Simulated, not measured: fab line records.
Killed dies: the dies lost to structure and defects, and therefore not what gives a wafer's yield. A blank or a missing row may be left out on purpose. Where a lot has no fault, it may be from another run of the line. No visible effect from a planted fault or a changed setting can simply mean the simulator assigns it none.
A struck lot beside a sound one | flow gf180mcu | 41 steps out of a route of 602
Sound: wafers L877.1, L877.2, L877.6. Struck: wafers L880.3, L880.6. (L880.4 of the same lot was not struck and is left out.) The cause comes at the end.
For every step that has rows: the tool of each side, followed by ch and its chambers, followed by its first start. Under that, the readings that differ: sound wafers | struck wafers | difference of the means | sigmas: that difference in standard deviations of wafers without a fault.
alike: readings whose means differ by less than 2 such deviations, and words and numbers that are the same on both sides. not compared: withheld readings, readings that some wafer has no value for, bounds like >300 that may hide the same value, and numbers for which the record gives no deviation and whose values overlap.
The two part at a step that has a row with sigmas, a row that says differs or no value, or rows on one side only. When numbers do not overlap yet have no deviation, they are printed without sigmas and do not part them. A reading that every wafer of one side lacks parts them only if that side has two wafers or more.

GF_V4_RS_MEAS_24: a four-point-probe measurement.
  struck on film metro-01, day 26 17:36; sound on film metro-02, day 25 08:59
  alike: V4_W_RS
GF_V4_THK_MEAS_25: measures by xrf.
  struck on film metro-01, day 26 17:42; sound on film metro-02, day 25 09:06
  reading       | sound       | struck  | difference | sigmas
  V4_W_THK (nm) | 345 342 344 | 333 332 | -11        | -2
then, 3 steps without rows for these wafers: GF_V4_CMP_26 (polishes, stops on SiO2, t overpolish 15 s, target thk 0 nm); GF_MIM_SPUTTER_00 (material Ti, target thk 37.5 nm, time 150 s); GF_MIM_SPUTTER_01 (material TiN, target thk 30 nm, time 25 s).
GF_MIM_SPUTTER_02: material AlCu, target thk 450 nm, time 23.9 s.
  struck on pvd sputter-03, day 26 18:10; sound on pvd sputter-03, day 25 09:35
  alike: throttle valve pct
then, 2 steps without rows for these wafers: GF_MIM_SPUTTER_03 (material Ti, target thk 10 nm, time 6.7 s); GF_MIM_SPUTTER_04 (material TiN, target thk 50 nm, time 41.7 s).
GF_MIM_CVD_05: deposits Si3N4, target thk 42 nm, time 29.086 s.
  sound on pecvd-03 ch 1,2, day 25 09:41; struck on pecvd-04 ch 0, day 26 18:16
  alike: heater power outer w, heater power w
GF_MIM_THK_MEAS_06:
  struck on film metro-03, day 26 18:19; sound on film metro-03, day 25 09:43
  alike: MIM_CVD_05_THK
then, 2 steps without rows for these wafers: GF_MIM_SPUTTER_07 (material TiN, target thk 60 nm, time 50 s); GF_MIM_SPUTTER_08 (material AlCu, target thk 200 nm, time 10.6 s).
GF_MIM_SPUTTER_09: material TiN, target thk 35 nm, time 29.2 s.
  struck on pvd sputter-04, day 26 18:25; sound on pvd sputter-01, day 25 09:50
  reading                                 | sound             | struck     | difference | sigmas
  model.TiN_of_MIM_SPUTTER_09.thk nm (nm) | 34.82 34.99 34.76 | 10.8 10.88 | -24.0      |
  alike: throttle valve pct
GF_MIM_RS_MEAS_10: a four-point-probe measurement.
  struck on film metro-04, day 26 18:29; sound on film metro-04, day 25 09:53
  reading              | sound                | struck        | difference | sigmas
  MIM_ALCU_RS (ohm/sq) | 0.1617 0.1619 0.1633 | 0.1562 0.1588 | -0.0048    | -2
GF_MIM_THK_MEAS_11: measures by xrf.
  struck on film metro-04, day 26 18:35; sound on film metro-04, day 25 10:00
  reading           | sound       | struck  | difference | sigmas
  MIM_ALCU_THK (nm) | 200 202 199 | 221 217 | +19        | +6
then, 7 steps without rows for these wafers: GF_MIM_DEHYDRATE_12 (time 60 s); GF_MIM_HMDS_13 (prime time 60 s); GF_MIM_COAT_14 (resist thk 1000 nm); GF_MIM_SOFTBAKE_15 (time 60 s); GF_MIM_EXPOSE_16 (exposes mask FuseTop, target cd 2000 nm); GF_MIM_PEB_17; GF_MIM_DEVELOP_18 (develop time 60 s).
GF_MIM_METAL_ETCH_19: etches the open film in Cl2/BCl3, stops on Si3N4, target depth 324.5 nm, time 54.1 s.
  sound on rie metal-01 ch 0,1, day 26 05:59; struck on rie metal-01 ch 0,1, day 27 14:25
  reading                | sound                | struck        | difference | sigmas
  oes product au (a.u.)  | 0.941 0.945 0.939    | 0.906 0.905   | -0.036     | -5
  throttle valve pct (%) | 28.293 28.291 28.287 | 28.312 28.331 | +0.031     | +3
  alike: drypump motor current A, mfc cl2 sccm
  not compared: rf hours counter h
GF_MIM_STRIP_20: strips in O2/N2.
  sound on plasma asher-03 ch 0,1, day 26 06:05; struck on plasma asher-03 ch 1, day 27 14:30
  alike: drypump motor current A, heater power w, oes product au, strip time to endpoint s
  not compared: rf hours counter h
then, 9 steps without rows for these wafers: GF_MIM_STRIP_21 (strips in post etch residue remover, time 1200 s); GF_MIM_CLEAN_22 (cleans in DIW); GF_M5_DEHYDRATE_00 (time 60 s); GF_M5_HMDS_01 (prime time 60 s); GF_M5_COAT_02 (resist thk 1000 nm); GF_M5_SOFTBAKE_03 (time 60 s); GF_M5_EXPOSE_04 (exposes mask Metal5, target cd 280 nm); GF_M5_PEB_05 (peb time 90 s); GF_M5_DEVELOP_06 (develop time 60 s).
GF_M5_CD_MEAS_07: the cd target is 280 nm.
  struck on cd sem-02, day 28 09:04; sound on cd sem-01, day 27 03:21
  alike: cd nm
GF_M5_OVL_MEAS_08:
  struck on overlay-02, day 28 09:10; sound on overlay-02, day 27 03:28
  alike: M5_OVL
GF_M5_ETCH_09: etches Si3N4 in CF4/O2, target depth 52 nm, time 11.6 s.
  sound on rie diel-02 ch 0,1,3, day 27 03:30; struck on rie diel-04 ch 0, day 28 09:11
  alike: O2_flow_sccm, cf4 flow sccm, drypump motor current A, oes product au, throttle valve pct
  not compared: rf hours counter h
GF_M5_METAL_ETCH_10: etches the open film in Cl2/BCl3, stops on SiO2, target depth 750.8 nm, time 125.1 s.
  sound on rie metal-02 ch 0,1, day 27 03:31; struck on rie metal-01 ch 0, day 28 09:15
  reading                     | sound       | struck  | difference | sigmas
  drypump motor current A (A) | 5.0 5.7 5.8 | 6.6 6.6 | +1.1       | +2
  alike: mfc cl2 sccm, oes product au, throttle valve pct
  not compared: rf hours counter h
then, 1 step without rows for these wafers: GF_M5_STRIP_11 (strips in O2/N2).
GF_M5_STRIP_12: strips in post etch residue remover, time 1200 s.
  sound on wet bench-03 ch 2, day 27 03:45; struck on wet bench-02 ch 2, day 28 09:26
  reading                                 | sound             | struck      | difference | sigmas
  model.TiN_of_MIM_SPUTTER_09.thk nm (nm) | 33.98 34.16 33.92 | 9.963 10.04 | -24.018    |
  alike: bath guard temp C
then, 2 steps without rows for these wafers: GF_M5_CLEAN_13 (cleans in DIW); GF_PASSIVATION_PROBE_99.

== WHERE THEY PART ==
Last at GF_M5_METAL_ETCH_10 as far as this record goes, first at GF_V4_THK_MEAS_25. Later steps at which nothing parts them and some readings are alike: GF_M5_STRIP_12.

WHY: whatever the simulator had introduced
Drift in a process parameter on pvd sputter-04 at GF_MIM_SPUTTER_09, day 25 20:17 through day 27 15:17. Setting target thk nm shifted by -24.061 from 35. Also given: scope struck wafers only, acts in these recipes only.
